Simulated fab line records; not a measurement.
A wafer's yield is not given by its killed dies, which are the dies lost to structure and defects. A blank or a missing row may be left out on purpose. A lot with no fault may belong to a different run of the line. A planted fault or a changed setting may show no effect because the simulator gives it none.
fab line records	flow sky130	part 1 of 2: steps 1 to 31 of 42
[record] lots = 5	wafers = 15	lastDay = 48
route steps=708 shown METAL2@503 VIA2@507 METAL3@532 CAPM@537
lots that met no fault: from a run of the same line without faults
startH: start of the lot's first displayed wafer, in hours after the record's first day	waitH: hours elapsed since this lot's preceding step	" repeats the value in the row above	L1.1+2: several wafers, shown together as one row	- no value present, or no start provided	* or withheld: withheld	< > ~ a bound
route shown NAME@n: a module of which the file shows steps, and the number in the route of the first	usual: mean/standard deviation taken from wafers without a fault	same: alike in all rows	chamber/n: place in a boat	sites: per-site readings	_std_site: the standard deviation of these	_edge_site: mean of outer sites minus mean of inner sites	radiusMm: for every site, how far away it sits from the centre of the wafer	mask NAME#n: copy n	behind: the tool/chamber that last shaped the wafer	hold: cause of the lot's hold/its duration in hours/its outcome	device: names the non-switching transistor (n, p or np)	end of line: tests of these same wafers at the route's end	where a step has no rows: the recipe by itself	killed: dies lost to structure and defects at the first sort, not the wafer's yield	map: the dies of a wafer, with x for killed, . for not killed, _ for no die there
set.NAME: the setting that was run; set.NAME@STEP: the one run at that earlier step	model.NAME: the simulator's own value behind a step, which no gauge read
lots seen at some steps along the route; tables by step, rows by wafer
services: the hour from which a tool's chamber was out of use, counted from the record's first day as startH (under 0 if before that day), plus the number of hours and why
[[steps]]
[step SKY_METAL2_STRIP_20]
[recipe] chemistry = O2/N2	powerW = 1400	pressureMtorr = 1500	platenTempC = withheld	o2FlowSccm = 3000	n2FlowSccm = 300	overashFraction = 0.5
[usual] drypumpMotorCurrentA = 5.6/0.4	oesProductAu = 0.343/0.0047	stripTimeToEndpointS = 2.69/0.034
lot.wafer	tool	chamber	startH	waitH	drypumpMotorCurrentA	oesProductAu	rfHoursCounterH	stripTimeToEndpointS
L076.3	plasmaAsher-04	1	844.46	0.1	6.3	0.341	-	2.66
L076.4	"	0	"	"	5.0	0.333	-	2.69
L076.5	"	0	"	"	5.0	0.344	-	2.68
L077.2	plasmaAsher-04	0	860.72	0.1	5.0	0.347	103	2.68
L077.3	"	1	"	"	6.4	0.350	-	2.74
L077.5	"	1	"	"	6.3	0.338	-	2.67
L082.1	plasmaAsher-04	0	903.60	0.1	5.1	0.349	108	2.77
L082.4	"	1	"	"	6.3	0.348	-	2.76
L082.5	"	0	"	"	5.0	0.344	-	2.75
L084.2	plasmaAsher-03	1	907.75	0.1	5.8	0.340	16	2.67
L084.4	"	1	"	"	5.8	0.337	-	2.71
L084.6	"	1	"	"	5.8	0.344	-	2.71
L087.1	plasmaAsher-04	1	932.35	0.1	6.4	0.335	111	2.69
L087.2	"	0	"	"	5.0	0.340	111	2.67
L087.3	"	0	"	"	5.0	0.340	-	2.68
[step SKY_METAL2_STRIP_21]
[recipe] chemistry = postEtchResidueRemover	timeS = 1200	tempC = 72.5
lot.wafer	tool	chamber	startH	waitH
L076.3+4+5	wetBench-03	2	844.53	0.0
L077.2+3+5	wetBench-01	2	860.82	0.1
L082.1+4+5	wetBench-01	2	903.70	0.1
L084.2+4+6	wetBench-03	1	907.85	0.1
L087.1+2+3	wetBench-01	1	932.45	0.1
[step SKY_METAL2_CLEAN_22]
[recipe] chemistry = IPA	timeS = 180	tempC = 25
lot.wafer	tool	chamber	startH	waitH
L076.3+4+5	wetBench-01	0	844.87	0.0
L077.2+3+5	wetBench-02	2	861.20	0.0
L082.1+4+5	wetBench-02	2	904.08	0.0
L084.2+4+6	wetBench-01	3	908.23	0.0
L087.1+2+3	wetBench-03	1	932.80	0.0
[step SKY_METAL2_CLEAN_23]
[recipe] chemistry = O3/DIW	dry = n2Spin
lot.wafer	tool	chamber	startH	waitH
L076.3+4+5	wetBench-02	2	844.93	0.0
L077.2+3+5	wetBench-01	1	861.26	0.0
L082.1+4+5	wetBench-03	3	904.14	0.0
L084.2+4+6	wetBench-01	1	908.29	0.0
L087.1+2+3	wetBench-03	0	932.86	0.0
[step SKY_VIA2_HDPCVD_00]
[recipe] material = SiO2	targetThkNm = 1180	sigmaOpenFrac = 0.3	timeS = 196.7	tempC = 400	sih4FlowSccm = 60	pressureMtorr = 6
lot.wafer	tool	chamber	startH	waitH
L076.3+4+5	hdpcvd-01	1,2,0	845.02	0.0
L077.2+3+5	hdpcvd-02	2,0,2	861.36	0.0
L082.1+4+5	hdpcvd-02	0,0,1	904.23	0.0
L084.2+4+6	hdpcvd-02	1,0,1	908.39	0.0
L087.1+2+3	hdpcvd-01	0,1,2	932.96	0.0
[step SKY_VIA2_THK_MEAS_01]
[recipe] reads = SiO2_of_VIA2_HDPCVD_00
[usual] VIA2_HDPCVD_THK = 1174/12
lot.wafer	tool	chamber	startH	waitH	VIA2_HDPCVD_THK[nm]
L076.3	filmMetro-03	-	845.16	0.1	1177
L076.4	"	-	"	"	1179
L076.5	"	-	"	"	1176
L077.2	filmMetro-04	-	861.50	0.1	1161
L077.3	"	-	"	"	1180
L077.5	"	-	"	"	1186
L082.1	filmMetro-01	-	904.35	0.1	1158
L082.4	"	-	"	"	1152
L082.5	"	-	"	"	1154
L084.2	filmMetro-03	-	908.53	0.1	1154
L084.4	"	-	"	"	1165
L084.6	"	-	"	"	1168
L087.1	filmMetro-01	-	933.09	0.1	1183
L087.2	"	-	"	"	1176
L087.3	"	-	"	"	1183
[step SKY_VIA2_CMP_02]
[recipe] material = SiO2	downForcePsi = 4	platenRpm = 60	padVelocityMS = 0.94248
[usual] motorCurrentA = 11.6/1.6	retainingRingPressureFrac = 1.000/0.0051
lot.wafer	tool	chamber	startH	waitH	motorCurrentA	retainingRingPressureFrac
L076.4	cmp-02	2	845.20	0.0	9.8	0.994
L076.3	"	0	"	"	12.2	1.001
L076.5	"	2	"	"	9.3	0.991
L077.2	cmp-01	1	861.65	0.1	10.0	1.003
L077.3	"	2	"	"	13.6	1.003
L077.5	"	3	"	"	10.4	0.998
L082.1	cmp-02	1	904.41	0.1	10.9	0.996
L082.4	"	3	"	"	12.7	1.004
L082.5	"	2	"	"	9.5	0.993
L084.2	cmp-02	2	908.63	0.1	9.4	0.993
L084.4	"	0	"	"	12.5	0.999
L084.6	"	1	"	"	10.8	0.996
L087.3	cmp-02	0	933.15	0.0	12.0	0.996
L087.1	"	1	"	"	11.7	1.002
L087.2	"	3	"	"	13.1	0.991
[step SKY_VIA2_BOW_MEAS_03]
[recipe] mode = bow
[usual] VIA2_BOW = 85/7.2
lot.wafer	tool	chamber	startH	waitH	VIA2_BOW[um]
L076.3	filmMetro-01	-	845.54	0.2	76
L076.4	"	-	"	"	86
L076.5	"	-	"	"	76
L077.2	filmMetro-01	-	861.87	0.2	87
L077.3	"	-	"	"	90
L077.5	"	-	"	"	87
L082.1	filmMetro-04	-	904.71	0.2	79
L082.4	"	-	"	"	83
L082.5	"	-	"	"	75
L084.2	filmMetro-03	-	908.90	0.2	77
L084.4	"	-	"	"	90
L084.6	"	-	"	"	97
L087.1	filmMetro-03	-	933.45	0.2	89
L087.2	"	-	"	"	89
L087.3	"	-	"	"	84
[step SKY_VIA2_DEHYDRATE_04]
[recipe] tempC = 200	timeS = 60
lot.wafer	tool	chamber	startH	waitH
L076.3+4+5	lithoTrack-02	0	858.66	13.1
L077.2+3+5	lithoTrack-04	0	873.66	11.8
L082.1+4+5	lithoTrack-04	0	917.18	12.5
L084.2+4+6	lithoTrack-03	0	920.48	11.6
L087.1+2+3	lithoTrack-02	0	944.76	11.3
[step SKY_VIA2_HMDS_05]
[recipe] primeTimeS = 60	primeTempC = 120
lot.wafer	tool	chamber	startH	waitH
L076.3+4+5	lithoTrack-02	0	858.81	0.1
L077.2+3+5	lithoTrack-04	0	873.81	0.1
L082.1+4+5	lithoTrack-04	0	917.33	0.1
L084.2+4+6	lithoTrack-03	0	920.63	0.1
L087.1+2+3	lithoTrack-02	0	944.91	0.1
[step SKY_VIA2_COAT_06]
[recipe] resist = BARC	tempC = withheld	timeS = withheld	spinRpm = 3000	resistThkNm = 60
lot.wafer	tool	chamber	startH	waitH
L076.3+4+5	lithoTrack-02	0	858.96	0.1
L077.2+3+5	lithoTrack-04	0	873.96	0.1
L082.1+4+5	lithoTrack-04	0	917.48	0.1
L084.2+4+6	lithoTrack-03	0	920.78	0.1
L087.1+2+3	lithoTrack-02	0	945.06	0.1
[step SKY_VIA2_COAT_07]
[recipe] resist = KrF-thick	spinRpm = 3000	resistThkNm = 450
lot.wafer	tool	chamber	startH	waitH
L076.3+4+5	lithoTrack-02	0	-	-
L077.2+3+5	lithoTrack-04	0	-	-
L082.1+4+5	lithoTrack-04	0	-	-
L084.2+4+6	lithoTrack-03	0	-	-
L087.1+2+3	lithoTrack-02	0	-	-
[step SKY_VIA2_SOFTBAKE_08]
[recipe] tempC = 100	timeS = 90	resist = KrF-thick
lot.wafer	tool	chamber	startH	waitH
L076.3+4+5	lithoTrack-02	0	-	-
L077.2+3+5	lithoTrack-04	0	-	-
L082.1+4+5	lithoTrack-04	0	-	-
L084.2+4+6	lithoTrack-03	0	-	-
L087.1+2+3	lithoTrack-02	0	-	-
[step SKY_VIA2_EXPOSE_09]
[recipe] maskId = VIM2	na = 0.8	sourceShape = annular	sigmaInner = 0.55	sigmaOuter = 0.85	targetCdNm = 200	doseMj = 38
[same] sigmaInner = 0.55
lot.wafer	tool	chamber	startH	waitH	mask
L076.3+4+5	krfScanner-02	0	-	-	VIM2#0
L077.2+3+5	krfScanner-02	0	-	-	VIM2#0
L082.1+4+5	krfScanner-01	0	-	-	VIM2#0
L084.2+4+6	krfScanner-01	0	-	-	VIM2#0
L087.1+2+3	krfScanner-02	0	-	-	VIM2#0
[step SKY_VIA2_PEB_10]
[recipe] pebTempC = withheld	pebTimeS = withheld	resist = KrF-thick
lot.wafer	tool	chamber	startH	waitH
L076.3+4+5	lithoTrack-02	0	-	-
L077.2+3+5	lithoTrack-04	0	-	-
L082.1+4+5	lithoTrack-03	0	-	-
L084.2+4+6	lithoTrack-04	0	-	-
L087.1+2+3	lithoTrack-03	0	-	-
[step SKY_VIA2_DEVELOP_11]
[recipe] developTimeS = 60	resist = KrF-thick	devTempC = 21
lot.wafer	tool	chamber	startH	waitH
L076.3+4+5	lithoTrack-02	0	-	-
L077.2+3+5	lithoTrack-04	0	-	-
L082.1+4+5	lithoTrack-03	0	-	-
L084.2+4+6	lithoTrack-04	0	-	-
L087.1+2+3	lithoTrack-03	0	-	-
[step SKY_VIA2_CD_MEAS_12]
[recipe] targetCdNm = 200
[usual] cdNm = 200.2/1.4
lot.wafer	tool	chamber	startH	waitH	cdNm
L076.3	cdSem-02	-	871.80	-	202.0
L076.4	"	-	"	"	201.3
L076.5	"	-	"	"	201.7
L077.2	cdSem-01	-	887.65	-	202.2
L077.3	"	-	"	"	201.4
L077.5	"	-	"	"	203.4
L082.1	cdSem-01	-	929.71	-	201.4
L082.4	"	-	"	"	199.7
L082.5	"	-	"	"	198.9
L084.2	cdSem-02	-	933.60	-	201.1
L084.4	"	-	"	"	201.1
L084.6	"	-	"	"	201.0
L087.1	cdSem-01	-	957.11	-	201.7
L087.2	"	-	"	"	202.1
L087.3	"	-	"	"	203.7
[step SKY_VIA2_OVL_MEAS_13]
[usual] VIA2_OVL = 1/5.2
lot.wafer	tool	chamber	startH	waitH	VIA2_OVL[nm]
L076.3	overlay-02	-	871.90	0.1	-3
L076.4	"	-	"	"	-6
L076.5	"	-	"	"	0
L077.2	overlay-01	-	887.76	0.1	2
L077.3	"	-	"	"	-9
L077.5	"	-	"	"	-3
L082.1	overlay-02	-	929.83	0.1	5
L082.4	"	-	"	"	5
L082.5	"	-	"	"	2
L084.2	overlay-01	-	933.71	0.1	3
L084.4	"	-	"	"	-3
L084.6	"	-	"	"	6
L087.1	overlay-01	-	957.23	0.1	3
L087.2	"	-	"	"	0
L087.3	"	-	"	"	0
[step SKY_VIA2_ETCH_14]
[recipe] chemistry = N2/H2	target = BARC	ionEnergyEv = 200	sourceW = 500	biasW = 100	pressureMtorr = 30	n2FlowSccm = 100	h2FlowSccm = 200	stopOn = SiO2	timeS = 45.9	targetDepthA = 600
[usual] drypumpMotorCurrentA = 5.6/0.58	oesProductAu = 0.854/0.005	throttleValvePct = 13.225/0.0079
lot.wafer	tool	chamber	startH	waitH	drypumpMotorCurrentA	oesProductAu	rfHoursCounterH	throttleValvePct
L076.3	rieDiel-03	2	871.92	0.0	4.8	0.852	17	13.224
L076.4	"	0	"	"	6.0	0.852	4	13.215
L076.5	"	2	"	"	4.7	0.858	-	13.216
L077.2	rieDiel-01	0	887.79	0.0	6.5	0.852	4	13.220
L077.3	"	3	"	"	6.5	0.867	17	13.224
L077.5	"	0	"	"	6.5	0.858	-	13.227
L082.1	rieDiel-04	3	929.86	0.0	5.0	0.863	2	13.229
L082.4	"	0	"	"	5.2	0.854	-	13.228
L082.5	"	3	"	"	5.0	0.855	-	13.218
L084.2	rieDiel-03	0	933.74	0.0	6.0	0.851	6	13.244
L084.4	"	2	"	"	4.8	0.851	19	13.226
L084.6	"	0	"	"	6.0	0.854	-	13.241
L087.1	rieDiel-04	2	957.26	0.0	5.9	0.859	21	13.227
L087.2	"	0	"	"	5.2	0.855	15	13.235
L087.3	"	1	"	"	4.9	0.857	22	13.226
[step SKY_VIA2_ETCH_15]
[recipe] target = SiO2	chemistry = C4F8/O2/Ar	targetDepthNm = 546	stopOn = TiN	maskMaterial = KrF-thick	sourceW = 1500	biasW = 1200	pressureMtorr = 40	c4f8FlowSccm = withheld	O2_flow_sccm = 6	Ar_flow_sccm = 300	timeS = 84
[usual] oesProductAu = 0.939/0.0047
lot.wafer	tool	chamber	startH	waitH	oesProductAu
L076.3	rieDiel-03	2	871.96	0.0	0.934
L076.4	"	0	"	"	0.933
L076.5	"	2	"	"	0.939
L077.2	rieDiel-01	0	887.83	0.0	0.936
L077.3	"	3	"	"	0.946
L077.5	"	0	"	"	0.942
L082.1	rieDiel-04	3	929.91	0.0	0.938
L082.4	"	0	"	"	0.947
L082.5	"	3	"	"	0.935
L084.2	rieDiel-03	0	933.78	0.0	0.939
L084.4	"	2	"	"	0.942
L084.6	"	0	"	"	0.947
L087.1	rieDiel-04	2	957.31	0.0	0.942
L087.2	"	0	"	"	0.938
L087.3	"	1	"	"	0.940
[step SKY_VIA2_STRIP_16]
[recipe] chemistry = O2/N2	powerW = 1400	pressureMtorr = 1500	platenTempC = withheld	o2FlowSccm = 3000	n2FlowSccm = 300	overashFraction = 0.5
[usual] drypumpMotorCurrentA = 5.6/0.37	oesProductAu = 0.398/0.0039	stripTimeToEndpointS = 4.048/0.02
lot.wafer	tool	chamber	startH	waitH	drypumpMotorCurrentA	oesProductAu	rfHoursCounterH	stripTimeToEndpointS
L076.3	plasmaAsher-03	1	872.06	0.1	5.8	0.392	-	4.042
L076.4	"	0	"	"	5.5	0.404	-	4.033
L076.5	"	0	"	"	5.6	0.404	-	4.042
L077.2	plasmaAsher-01	1	887.89	0.0	6.1	0.397	45	4.073
L077.3	"	0	"	"	5.0	0.395	-	4.035
L077.5	"	1	"	"	6.1	0.399	-	4.066
L082.1	plasmaAsher-01	0	929.97	0.0	5.0	0.400	50	4.050
L082.4	"	1	"	"	6.1	0.398	-	4.040
L082.5	"	1	"	"	6.1	0.401	-	4.058
L084.2	plasmaAsher-01	0	933.84	0.0	5.0	0.405	51	4.063
L084.4	"	0	"	"	5.0	0.392	-	4.050
L084.6	"	0	"	"	5.0	0.397	-	4.027
L087.1	plasmaAsher-02	1	957.37	0.0	5.7	0.401	82	4.055
L087.2	"	0	"	"	5.3	0.393	82	4.077
L087.3	"	0	"	"	5.3	0.396	-	4.075
[step SKY_VIA2_STRIP_17]
[recipe] chemistry = postEtchResidueRemover	timeS = 1200	tempC = 72.5
lot.wafer	tool	chamber	startH	waitH
L076.3+4+5	wetBench-02	2	872.12	0.0
L077.2+3+5	wetBench-01	1	887.99	0.1
L082.1+4+5	wetBench-02	1	930.07	0.1
L084.2+4+6	wetBench-02	0	934.01	0.1
L087.1+2+3	wetBench-04	3	957.47	0.1
[step SKY_VIA2_CLEAN_18]
[recipe] chemistry = IPA	timeS = 180	tempC = 25
lot.wafer	tool	chamber	startH	waitH
L076.3+4+5	wetBench-04	1	872.47	0.0
L077.2+3+5	wetBench-04	3	888.34	0.0
L082.1+4+5	wetBench-01	2	930.48	0.0
L084.2+4+6	wetBench-01	2	934.42	0.0
L087.1+2+3	wetBench-02	3	957.84	0.0
[step SKY_VIA2_CLEAN_19]
[recipe] chemistry = O3/DIW	dry = n2Spin
lot.wafer	tool	chamber	startH	waitH
L076.3+4+5	wetBench-01	0	872.52	0.0
L077.2+3+5	wetBench-04	3	888.39	0.0
L082.1+4+5	wetBench-02	2	930.53	0.0
L084.2+4+6	wetBench-02	1	934.48	0.0
L087.1+2+3	wetBench-04	0	957.90	0.0
[step SKY_VIA2_SPUTTER_20]
[recipe] material = TiN	targetThkNm = 20	chamberPressurePa = 5	powerW = 4000	timeS = 80
[usual] throttleValvePct = 30.4/0.93
lot.wafer	tool	chamber	startH	waitH	throttleValvePct
L076.3	pvdSputter-01	-	872.62	0.0	31.1
L076.4	"	-	"	"	30.7
L076.5	"	-	"	"	31.4
L077.2	pvdSputter-02	-	888.49	0.0	33.5
L077.3	"	-	"	"	31.6
L077.5	"	-	"	"	30.3
L082.1	pvdSputter-01	-	930.64	0.0	30.2
L082.4	"	-	"	"	29.8
L082.5	"	-	"	"	31.2
L084.2	pvdSputter-04	-	934.58	0.0	29.5
L084.4	"	-	"	"	30.4
L084.6	"	-	"	"	30.6
L087.1	pvdSputter-01	-	958.00	0.0	31.0
L087.2	"	-	"	"	29.9
L087.3	"	-	"	"	30.9
[step SKY_VIA2_CVD_21]
[recipe] material = W	targetThkNm = 420	timeS = 126.4	tempC = 400	pressureTorr = 40
[usual] heaterPowerW = 879/56
lot.wafer	tool	chamber	startH	waitH	heaterPowerW
L076.3	cvdW-01	0	872.76	0.1	935
L076.4	"	0	"	"	959
L076.5	"	0	"	"	941
L077.2	cvdW-02	0	888.55	0.0	737
L077.3	"	1	"	"	885
L077.5	"	1	"	"	885
L082.1	cvdW-02	0	930.70	0.0	757
L082.4	"	0	"	"	771
L082.5	"	0	"	"	774
L084.2	cvdW-02	0	934.64	0.0	780
L084.4	"	1	"	"	880
L084.6	"	1	"	"	875
L087.1	cvdW-01	1	958.06	0.0	933
L087.2	"	0	"	"	898
L087.3	"	0	"	"	879
[step SKY_VIA2_RS_MEAS_22]
[recipe] thkMeasGauge = four-point-probe	reads = W_of_VIA2_CVD_21+TiN_of_VIA2_SPUTTER_20
[usual] VIA2_W_RS = 0.273/0.0031
lot.wafer	tool	chamber	startH	waitH	VIA2_W_RS[ohm/sq]
L076.3	filmMetro-04	-	872.98	0.2	0.271
L076.4	"	-	"	"	0.271
L076.5	"	-	"	"	0.268
L077.2	filmMetro-04	-	888.70	0.1	0.278
L077.3	"	-	"	"	0.278
L077.5	"	-	"	"	0.276
L082.1	filmMetro-04	-	930.84	0.1	0.273
L082.4	"	-	"	"	0.271
L082.5	"	-	"	"	0.272
L084.2	filmMetro-01	-	934.79	0.1	0.272
L084.4	"	-	"	"	0.272
L084.6	"	-	"	"	0.269
L087.1	filmMetro-01	-	958.19	0.1	0.276
L087.2	"	-	"	"	0.276
L087.3	"	-	"	"	0.274
[step SKY_VIA2_THK_MEAS_23]
[recipe] thkMeasGauge = xrf	reads = W_of_VIA2_CVD_21
[usual] VIA2_W_THK = 410/6.6
lot.wafer	tool	chamber	startH	waitH	VIA2_W_THK[nm]
L076.3	filmMetro-04	-	873.08	0.1	412
L076.4	"	-	"	"	413
L076.5	"	-	"	"	417
L077.2	filmMetro-04	-	888.81	0.1	404
L077.3	"	-	"	"	402
L077.5	"	-	"	"	407
L082.1	filmMetro-04	-	930.96	0.1	409
L082.4	"	-	"	"	410
L082.5	"	-	"	"	408
L084.2	filmMetro-01	-	934.90	0.1	417
L084.4	"	-	"	"	417
L084.6	"	-	"	"	423
L087.1	filmMetro-01	-	958.31	0.1	409
L087.2	"	-	"	"	406
L087.3	"	-	"	"	416
[step SKY_VIA2_CMP_24]
[recipe] stopOn = SiO2	tOverpolishS = 20	downForcePsi = 3.5	platenRpm = 60	targetThkNm = 0	padVelocityMS = 0.94248
[usual] motorCurrentA = 10.6/1.4	overpolishRunS = 19.999/0.0083	retainingRingPressureFrac = 1.000/0.0051	timeToEndpointS = 101/3.6
lot.wafer	tool	chamber	startH	waitH	motorCurrentA	overpolishRunS	retainingRingPressureFrac	timeToEndpointS
L076.3	cmp-01	1	873.12	0.0	8.7	19.997	0.999	103
L076.4	"	3	"	"	10.0	19.999	0.995	105
L076.5	"	1	"	"	8.7	20.011	1.004	106
L077.3	cmp-01	3	888.86	0.0	9.5	20.008	0.998	105
L077.2	"	2	"	"	13.4	20.007	1.000	97
L077.5	"	0	"	"	11.3	20.009	1.000	100
L082.1	cmp-01	3	931.02	0.1	9.6	20.011	1.010	105
L082.4	"	2	"	"	12.9	20.003	1.003	104
L082.5	"	3	"	"	9.7	19.998	1.010	102
L084.2	cmp-01	1	935.00	0.1	8.8	19.997	1.002	104
L084.4	"	3	"	"	9.9	19.994	1.008	100
L084.6	"	1	"	"	9.0	20.020	1.007	104
L087.1	cmp-01	0	958.37	0.1	11.5	19.997	0.992	98
L087.3	"	2	"	"	13.5	20.014	0.989	98
L087.2	"	3	"	"	9.3	20.005	0.998	101
[step SKY_METAL3_SPUTTER_00]
[recipe] material = Ti	targetThkNm = 15	powerW = 3000	timeS = 10	chamberPressurePa = 0.4
[usual] throttleValvePct = 30.6/1.3
lot.wafer	tool	chamber	startH	waitH	throttleValvePct
L076.3	pvdSputter-02	-	873.42	0.2	31.8
L076.4	"	-	"	"	33.5
L076.5	"	-	"	"	28.5
L077.2	pvdSputter-01	-	889.16	0.1	30.6
L077.3	"	-	"	"	30.4
L077.5	"	-	"	"	30.9
L082.1	pvdSputter-03	-	931.32	0.2	30.8
L082.4	"	-	"	"	30.0
L082.5	"	-	"	"	28.9
L084.2	pvdSputter-02	-	935.25	0.2	33.4
L084.4	"	-	"	"	30.7
L084.6	"	-	"	"	31.9
L087.1	pvdSputter-02	-	958.67	0.2	30.4
L087.2	"	-	"	"	28.9
L087.3	"	-	"	"	33.7
[step SKY_METAL3_SPUTTER_01]
[recipe] material = TiN	targetThkNm = 20	powerW = 6500	timeS = 16.7	chamberPressurePa = 0.4
[usual] throttleValvePct = 30.6/1.3
lot.wafer	tool	chamber	startH	waitH	throttleValvePct
L076.3	pvdSputter-02	-	873.44	0.0	31.7
L076.4	"	-	"	"	33.4
L076.5	"	-	"	"	28.5
L077.2	pvdSputter-01	-	889.18	0.0	30.9
L077.3	"	-	"	"	30.4
L077.5	"	-	"	"	30.9
L082.1	pvdSputter-03	-	931.34	0.0	30.9
L082.4	"	-	"	"	30.1
L082.5	"	-	"	"	28.7
L084.2	pvdSputter-02	-	935.27	0.0	33.3
L084.4	"	-	"	"	30.6
L084.6	"	-	"	"	32.0
L087.1	pvdSputter-02	-	958.69	0.0	30.5
L087.2	"	-	"	"	28.9
L087.3	"	-	"	"	33.9
